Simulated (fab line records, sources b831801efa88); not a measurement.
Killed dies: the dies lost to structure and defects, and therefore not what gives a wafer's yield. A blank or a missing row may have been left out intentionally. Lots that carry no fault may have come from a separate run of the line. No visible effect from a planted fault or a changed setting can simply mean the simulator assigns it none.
One fault through the eyes of 2 desks + flow gf180mcu + what lay behind the numbers comes last; until then each desk has only its own

THE TOOL OWNER'S DESK: iline stepper-02
The tool's own readings at GF_MVSD_EXPOSE_04 (exposes mask MVSD, target cd 1000 nm): means of the sampled wafers that have a number, for each lot that ran on this tool. Any lot whose mean is over 4 standard deviations away from the usual mean is out of limits and marked OUT; that distance is given in the brackets.
Columns: A = exposure dose mJ cm2 at GF_MVSD_EXPOSE_04, usual 259.95
| lot  | first seen here | A                |
|------|-----------------|------------------|
| L719 | day 4 04:42     | 259.98           |
| L720 | day 4 10:48     | 259.76           |
| L721 | day 4 15:18     | 259.54           |
| L731 | day 7 04:59     | 244.51 (-57) OUT |
| L732 | day 7 06:21     | 244.68 (-57) OUT |
This desk finds L731, L732 out of limits, L731 being first, at day 7 04:59 (exposure dose mJ cm2 at GF_MVSD_EXPOSE_04). L719, L720, L721: within limits.

FROM THE METROLOGY DESK
What the gauges read, lot by lot, whatever tool the lot ran on: means of the sampled wafers that have a number. Any lot whose mean is over 4 standard deviations away from the usual mean is out of limits and marked OUT; that distance is given in the brackets.
Columns: A = NWELL_TW at GF_NWELL_TW_MEAS_11, usual 1582; B = MVPSD_OVL at GF_MVPSD_OVL_MEAS_07, usual -0.6 nm
| lot  | first seen here | A    | B    |
|------|-----------------|------|------|
| L719 | day 3 08:24     | 1579 | -0.1 |
| L720 | day 3 14:03     | 1584 | -1.4 |
| L721 | day 3 18:25     | 1570 | 0.0  |
| L722 | day 4 00:23     | 1590 | -0.2 |
| L723 | day 4 06:13     | 1575 | -1.1 |
| L726 | day 4 22:27     | 1586 | -0.8 |
| L731 | day 6 05:20     | 1580 | 0.5  |
| L732 | day 6 07:44     | 1571 | -1.8 |
| L738 | day 7 14:59     | 1574 | 0.7  |
| L740 | day 8 01:37     | 1574 | -0.8 |
| L741 | day 8 08:49     | 1593 | -0.2 |
This desk's verdict: no lot among the 11 shows anything out of limits.

ALL TOGETHER
At day 7 04:59, on L731, L732, the tool owner's desk was in a position to raise an alarm.
Nothing out of limits was seen by the metrology desk.
The metrology desk holds a record of L731, L732, inside its limits.
Every lot named ran GF_MVSD_EXPOSE_04 on iline stepper-02.

WHAT THE SIMULATOR HAD PUT IN
Drift in process parameters on iline stepper-02 at GF_MVSD_EXPOSE_04, starting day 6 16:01. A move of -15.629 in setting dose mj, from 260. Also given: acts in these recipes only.
Shown lots that were struck: L731, L732.
How many hours passed from the start of the fault until each desk's first out-of-limits reading: the tool owner's desk, 13.
